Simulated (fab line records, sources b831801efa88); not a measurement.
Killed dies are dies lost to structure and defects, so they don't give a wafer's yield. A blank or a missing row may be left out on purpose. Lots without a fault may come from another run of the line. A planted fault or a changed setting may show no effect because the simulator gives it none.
fab line records | flow gf180mcu
record lots=11 wafers=33 last_day=36
route steps=602 shown NWELL@49 HV_LDD@184 PSD@250 CONTACT@303
lots that met no fault: from a run of the same line without faults
start_h: hours from the record's first day to the start of the lot's first wafer shown | wait_h: hours since the lot's step before | " the same as in the row above | L1.1+2: a row that stands for several wafers | - no value, or no start given | * or withheld: withheld | < > ~ a bound
route shown NAME@n: a module of which the file shows steps, and the number in the route of the first | usual: mean/standard deviation of fault-free wafers | same: alike in all rows | chamber/n: place in a boat | sites: the reading at each site | _std_site: their standard deviation | _edge_site: outer sites' mean less inner sites' | radius_mm: how far each site lies from the wafer's centre | mask NAME#n: copy n | behind: the tool/chamber that last shaped the wafer | hold: why the lot was held/for how many hours/how that ended | device: the transistor (n, p or np) that didn't switch | end of line: the same wafers' tests at the end of the route | a step without rows: its recipe alone | killed: dies lost to structure and defects at the first sort, not the wafer's yield | map: a wafer's dies, x killed, . not, _ none there
set.NAME: the setting as run; set.NAME@STEP: as run at that earlier step | model.NAME: the simulator's own value behind a step, which no gauge read
steps of the route over a sample of lots; a table a step, a row a wafer
services: from which hour (start_h, from the record's first day; less than 0 if before it) a tool's chamber was out of use, for how many hours, and why
## steps
# step GF_NWELL_OVL_MEAS_07
# usual NWELL_OVL=-0.7/1.4
# columns lot.wafer tool chamber start_h wait_h NWELL_OVL[nm]
L775.2 overlay-02 - 58.64 - -1.6
L775.5 " - " " 1.4
L775.6 " - " " 0.5
L777.1 overlay-02 - 71.67 - 0.8
L777.4 " - " " 1.7
L777.6 " - " " 0.3
L778.1 overlay-02 - 76.77 - -3.6
L778.3 " - " " -3.2
L778.5 " - " " -3.0
L781.2 overlay-02 - 94.00 - -0.5
L781.3 " - " " -0.1
L781.4 " - " " -0.6
L785.2 overlay-01 - 116.40 - 0.0
L785.4 " - " " -0.7
L785.6 " - " " 0.0
L789.2 overlay-01 - 137.35 - 0.9
L789.3 " - " " -1.5
L789.5 " - " " -1.7
L791.3 overlay-02 - 145.83 - -3.3
L791.5 " - " " -1.0
L791.6 " - " " -1.4
L792.1 overlay-02 - 156.77 - -0.2
L792.3 " - " " -2.6
L792.4 " - " " -0.6
L793.4 overlay-02 - 158.98 - -1.4
L793.5 " - " " -3.0
L793.6 " - " " -0.9
L796.1 overlay-02 - 175.59 - -2.8
L796.3 " - " " -2.0
L796.4 " - " " -2.8
L798.3 overlay-02 - 186.73 - 1.7
L798.4 " - " " 0.5
L798.5 " - " " 1.7
# step GF_HV_LDD_OVL_MEAS_08
# usual HV_LDD_OVL=0.0/1.2
# columns lot.wafer tool chamber start_h wait_h HV_LDD_OVL[nm]
L775.2 overlay-01 - 244.24 0.1 -0.6
L775.5 " - " " -3.0
L775.6 " - " " -0.8
L777.1 overlay-02 - 261.78 0.1 -0.4
L777.4 " - " " -2.2
L777.6 " - " " -0.4
L778.1 overlay-02 - 269.68 0.1 -2.3
L778.3 " - " " 0.2
L778.5 " - " " -1.5
L781.2 overlay-01 - 291.45 0.1 0.7
L781.3 " - " " 0.2
L781.4 " - " " 1.6
L785.2 overlay-01 - 322.75 0.1 0.8
L785.4 " - " " 1.4
L785.6 " - " " 0.0
L789.2 overlay-01 - 351.85 0.1 0.4
L789.3 " - " " -1.2
L789.5 " - " " -0.9
L791.3 overlay-01 - 362.25 0.1 -1.3
L791.5 " - " " 0.0
L791.6 " - " " -0.4
L792.1 overlay-01 - 375.83 0.1 2.6
L792.3 " - " " 0.7
L792.4 " - " " 0.4
L793.4 overlay-01 - 377.11 0.1 0.3
L793.5 " - " " -2.1
L793.6 " - " " -0.4
L796.1 overlay-02 - 397.44 0.1 -0.1
L796.3 " - " " 0.5
L796.4 " - " " 1.5
L798.3 overlay-01 - 413.00 0.1 -0.3
L798.4 " - " " 0.3
L798.5 " - " " 0.6
# step GF_PSD_COAT_02
# recipe resist=NOVOLAK spin_rpm=3000 resist_thk_nm=1000
# usual chill_plate_temp_C=23.01/0.097 exhaust_pa=45.1/0.99 spin_speed_rpm=3000.1/1.8
# columns lot.wafer tool chamber start_h wait_h chill_plate_temp_C exhaust_pa spin_speed_rpm
L775.2 litho_track-01 0 345.87 0.1 23.09 44.5 3000.9
L775.5 " 0 " " 23.10 42.9 2999.3
L775.6 " 0 " " 22.94 43.6 3001.3
L777.1 litho_track-04 0 364.56 0.1 23.04 45.8 3003.4
L777.4 " 0 " " 23.03 44.3 3004.7
L777.6 " 0 " " 22.90 45.5 3003.1
L778.1 litho_track-01 0 374.04 0.1 23.06 45.1 3003.6
L778.3 " 0 " " 23.19 44.0 2999.7
L778.5 " 0 " " 23.09 45.8 3005.8
L781.2 litho_track-04 0 396.14 0.1 22.97 44.8 2999.3
L781.3 " 0 " " 23.05 44.3 2997.5
L781.4 " 0 " " 22.96 44.2 2999.7
L785.2 litho_track-04 0 433.59 0.1 23.04 45.5 2607.6
L785.4 " 0 " " 22.96 45.2 2607.5
L785.6 " 0 " " 23.16 45.7 2606.8
L789.2 litho_track-04 0 465.98 0.1 23.03 45.4 2605.1
L789.3 " 0 " " 22.88 45.5 2604.2
L789.5 " 0 " " 23.01 44.2 2607.2
L791.3 litho_track-03 0 477.07 0.1 22.92 44.1 2999.2
L791.5 " 0 " " 23.02 44.3 2998.7
L791.6 " 0 " " 22.91 44.9 2996.8
L792.1 litho_track-01 0 490.39 0.1 23.03 45.5 3001.1
L792.3 " 0 " " 22.98 45.5 2999.8
L792.4 " 0 " " 22.96 46.5 3000.6
L793.4 litho_track-03 0 492.39 0.1 22.93 46.5 3000.6
L793.5 " 0 " " 23.08 45.9 3000.2
L793.6 " 0 " " 23.06 45.5 2999.8
L796.1 litho_track-01 0 515.89 0.1 23.17 45.7 2999.6
L796.3 " 0 " " 23.13 45.5 2999.1
L796.4 " 0 " " 23.12 46.4 2999.6
L798.3 litho_track-03 0 529.72 0.1 22.90 43.2 2999.0
L798.4 " 0 " " 23.03 44.0 2999.0
L798.5 " 0 " " 22.96 43.9 3000.3
# step GF_PSD_CD_MEAS_07
# recipe target_cd_nm=400
# usual cd_nm=399.9/2.2
# columns lot.wafer tool chamber start_h wait_h cd_nm
L775.2 cd_sem-02 - 357.44 0.1 397.7
L775.5 " - " " 395.5
L775.6 " - " " 396.7
L777.1 cd_sem-01 - 376.42 0.1 402.3
L777.4 " - " " 401.6
L777.6 " - " " 400.4
L778.1 cd_sem-02 - 385.42 0.1 400.8
L778.3 " - " " 399.4
L778.5 " - " " 400.2
L781.2 cd_sem-01 - 408.34 0.1 398.8
L781.3 " - " " 397.5
L781.4 " - " " 398.0
L785.2 cd_sem-01 - 445.71 0.1 389.8
L785.4 " - " " 388.6
L785.6 " - " " 387.4
L789.2 cd_sem-02 - 478.54 0.1 393.2
L789.3 " - " " 392.7
L789.5 " - " " 393.8
L791.3 cd_sem-02 - 490.13 0.1 399.8
L791.5 " - " " 398.9
L791.6 " - " " 400.4
L792.1 cd_sem-01 - 502.66 0.1 400.7
L792.3 " - " " 400.6
L792.4 " - " " 399.9
L793.4 cd_sem-02 - 504.98 0.1 402.2
L793.5 " - " " 402.7
L793.6 " - " " 404.2
L796.1 cd_sem-01 - 528.16 0.1 399.6
L796.3 " - " " 399.8
L796.4 " - " " 397.7
L798.3 cd_sem-02 - 541.88 0.1 403.0
L798.4 " - " " 402.1
L798.5 " - " " 401.9
# step GF_PSD_STRIP_10
# recipe chemistry=O2/N2 power_w=1400 pressure_mtorr=1500 platen_temp_c=250 o2_flow_sccm=3000 n2_flow_sccm=300 overash_fraction=0.5
# usual drypump_motor_current_A=5.9/0.42 heater_power_w=330/42 n2_flow_sccm=300.0/0.97 oes_product_au=0.592/0.0045 strip_time_to_endpoint_s=16.54/0.043
# columns lot.wafer tool chamber start_h wait_h drypump_motor_current_A heater_power_w n2_flow_sccm oes_product_au rf_hours_counter_h strip_time_to_endpoint_s
L775.2 plasma_asher-02 1 357.72 0.1 6.2 389 300.0 0.591 48 16.53
L775.5 " 1 " " 6.2 395 299.2 0.596 - 16.50
L775.6 " 0 " " 5.9 309 299.6 0.592 - 16.50
L777.1 plasma_asher-02 0 376.72 0.1 5.9 302 300.5 0.591 50 16.59
L777.4 " 1 " " 6.3 385 300.5 0.588 - 16.59
L777.6 " 1 " " 6.3 396 298.9 0.589 - 16.56
L778.1 plasma_asher-02 1 385.72 0.1 6.2 385 300.6 0.597 51 16.57
L778.3 " 1 " " 6.2 390 300.6 0.586 - 16.55
L778.5 " 1 " " 6.2 386 300.4 0.600 - 16.59
L781.2 plasma_asher-03 0 408.62 0.1 5.8 318 300.0 0.596 78 16.48
L781.3 " 0 " " 5.8 309 299.9 0.600 - 16.52
L781.4 " 1 " " 6.6 300 300.7 0.591 - 16.54
L785.2 plasma_asher-03 0 446.00 0.1 5.8 306 300.2 0.603 2 17.31
L785.4 " 0 " " 5.8 294 300.0 0.598 - 17.35
L785.6 " 1 " " 6.6 293 300.7 0.590 - 17.33
L789.2 plasma_asher-02 0 478.82 0.1 5.9 299 299.7 0.600 60 17.38
L789.3 " 1 " " 6.2 393 299.2 0.600 - 17.38
L789.5 " 1 " " 6.1 390 300.2 0.607 - 17.39
L791.3 plasma_asher-02 1 490.43 0.1 6.3 391 300.4 0.597 - 16.58
L791.5 " 0 " " 5.9 310 299.4 0.594 - 16.51
L791.6 " 1 " " 6.2 391 299.5 0.590 - 16.54
L792.1 plasma_asher-01 1 502.97 0.1 5.7 273 301.0 0.589 39 16.54
L792.3 " 0 " " 4.9 323 300.8 0.581 - 16.52
L792.4 " 1 " " 5.7 283 299.5 0.588 - 16.51
L793.4 plasma_asher-02 1 505.25 0.1 6.2 392 299.4 0.599 - 16.52
L793.5 " 1 " " 6.2 393 299.2 0.593 - 16.57
L793.6 " 0 " " 5.9 301 301.8 0.590 - 16.52
L796.1 plasma_asher-01 1 528.46 0.1 5.7 277 299.2 0.594 41 16.56
L796.3 " 1 " " 5.7 278 298.7 0.588 - 16.60
L796.4 " 0 " " 4.9 330 298.9 0.586 - 16.55
L798.3 plasma_asher-02 0 542.18 0.1 5.9 303 300.9 0.591 - 16.63
L798.4 " 1 " " 6.2 397 299.3 0.592 - 16.65
L798.5 " 1 " " 6.3 392 298.5 0.593 - 16.61
# step GF_CONTACT_ETCH_16
# recipe chemistry=N2/H2 target_depth_a=withheld overetch_a=withheld time_s=withheld target=BARC ion_energy_ev=200 source_w=500 bias_w=100 pressure_mtorr=30 n2_flow_sccm=100 h2_flow_sccm=200
# usual drypump_motor_current_A=5.9/0.41 n2_flow_sccm=100.04/0.27 oes_product_au=0.855/0.0047 throttle_valve_pct=13.225/0.0093
# columns lot.wafer tool chamber start_h wait_h drypump_motor_current_A n2_flow_sccm oes_product_au throttle_valve_pct
L775.2 rie_diel-02 3 407.17 0.0 5.4 100.03 0.847 13.208
L775.5 " 2 " " 5.9 99.85 0.850 13.206
L775.6 " 1 " " 6.2 99.98 0.856 13.216
L777.1 rie_diel-03 0 426.87 0.0 5.8 100.31 0.857 13.228
L777.4 " 2 " " 6.5 99.87 0.849 13.227
L777.6 " 1 " " 5.9 100.41 0.859 13.243
L778.1 rie_diel-01 1 436.42 0.0 6.1 99.96 0.854 13.220
L778.3 " 3 " " 5.0 100.16 0.845 13.236
L778.5 " 1 " " 6.1 100.30 0.856 13.230
L781.2 rie_diel-01 1 458.72 0.0 6.1 99.86 0.856 13.233
L781.3 " 3 " " 5.0 100.07 0.852 13.218
L781.4 " 2 " " 6.2 100.36 0.854 13.233
L785.2 rie_diel-03 0 498.42 0.0 5.8 99.65 0.862 13.211
L785.4 " 3 " " 5.6 100.15 0.856 13.228
L785.6 " 0 " " 5.8 100.22 0.854 13.215
L789.2 rie_diel-01 1 529.52 0.0 6.1 99.31 0.860 13.221
L789.3 " 3 " " 5.0 99.69 0.858 13.212
L789.5 " 2 " " 6.2 100.18 0.858 13.219
L791.3 rie_diel-01 3 540.98 0.0 5.0 100.37 0.845 13.223
L791.5 " 3 " " 5.0 99.49 0.858 13.230
L791.6 " 2 " " 6.2 100.28 0.855 13.206
L792.1 rie_diel-02 2 553.96 0.0 5.9 99.75 0.849 13.224
L792.3 " 1 " " 6.2 100.26 0.850 13.214
L792.4 " 3 " " 5.4 100.00 0.850 13.216
L793.4 rie_diel-01 3 555.37 0.0 5.0 100.42 0.856 13.215
L793.5 " 3 " " 5.0 100.23 0.854 13.229
L793.6 " 2 " " 6.2 100.20 0.860 13.235
L796.1 rie_diel-01 0 577.17 0.0 6.2 100.15 0.853 13.226
L796.3 " 1 " " 6.1 99.96 0.850 13.230
L796.4 " 2 " " 6.2 100.36 0.857 13.225
L798.3 rie_diel-03 3 590.87 0.0 5.7 100.18 0.849 13.216
L798.4 " 2 " " 6.5 99.99 0.856 13.216
L798.5 " 2 " " 6.5 99.71 0.856 13.222
## services
# columns tool chamber start_h hours kind
rie_diel-01 1 331.92 - clean
rie_diel-01 1 331.92 20.3 scheduled_down
rie_diel-01 1 331.92 20.3 vent_cycle
rie_diel-01 - 339.12 2.8 pm
rie_diel-03 0 369.07 3.5 repair
rie_diel-02 - 374.34 15.6 pm
rie_diel-01 3 384.22 6.2 repair
plasma_asher-03 - 421.25 9.0 pm
rie_diel-03 1 430.70 3.9 repair
rie_diel-03 3 437.65 - clean
rie_diel-02 - 453.95 1.0 repair
plasma_asher-01 - 455.26 0.3 repair
plasma_asher-02 - 469.47 9.2 repair
rie_diel-01 - 472.68 28.1 pm
plasma_asher-01 - 504.24 3.8 repair
rie_diel-01 - 508.03 0.5 repair
rie_diel-01 3 513.12 4.4 repair
rie_diel-03 3 524.56 3.4 repair
plasma_asher-02 - 538.22 3.6 repair
rie_diel-01 0 542.88 4.4 repair
plasma_asher-03 - 546.08 6.2 repair
rie_diel-03 2 550.29 11.7 repair
rie_diel-01 0 564.30 9.3 repair
plasma_asher-02 - 588.31 3.8 repair
## key
first_sign step=GF_PSD_COAT_02 reading=spin_speed_rpm direction=down sigmas=99+ usual=* struck=*
effect step=GF_PSD_CD_MEAS_07 reading=cd_nm direction=down sigmas=4.1 usual=399.9 struck=390.9
effect step=GF_PSD_STRIP_10 reading=strip_time_to_endpoint_s direction=up sigmas=19 usual=* struck=*
met_at GF_PSD_COAT_02
struck_lots L785,L789
tester_left_out L785,L789
not_acting_at GF_NWELL_OVL_MEAS_07,GF_HV_LDD_OVL_MEAS_08,GF_CONTACT_ETCH_16
onset_between 396.14 433.59
fault kind=process_parameter_drift tool=litho_track-04 chamber=- onset_h=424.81 steps=GF_PSD_COAT_02 channel=spin_rpm offset=* shape=step end_h=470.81 acts_in=* stated=*
# tester_left_out: of these lots the tester's yield and bins aren't shown, on N5 and GAA mostly nor the transistor test; their killed dies are dies lost to structure and defects alone, not to doping, threshold or leakage, so they don't give the yield
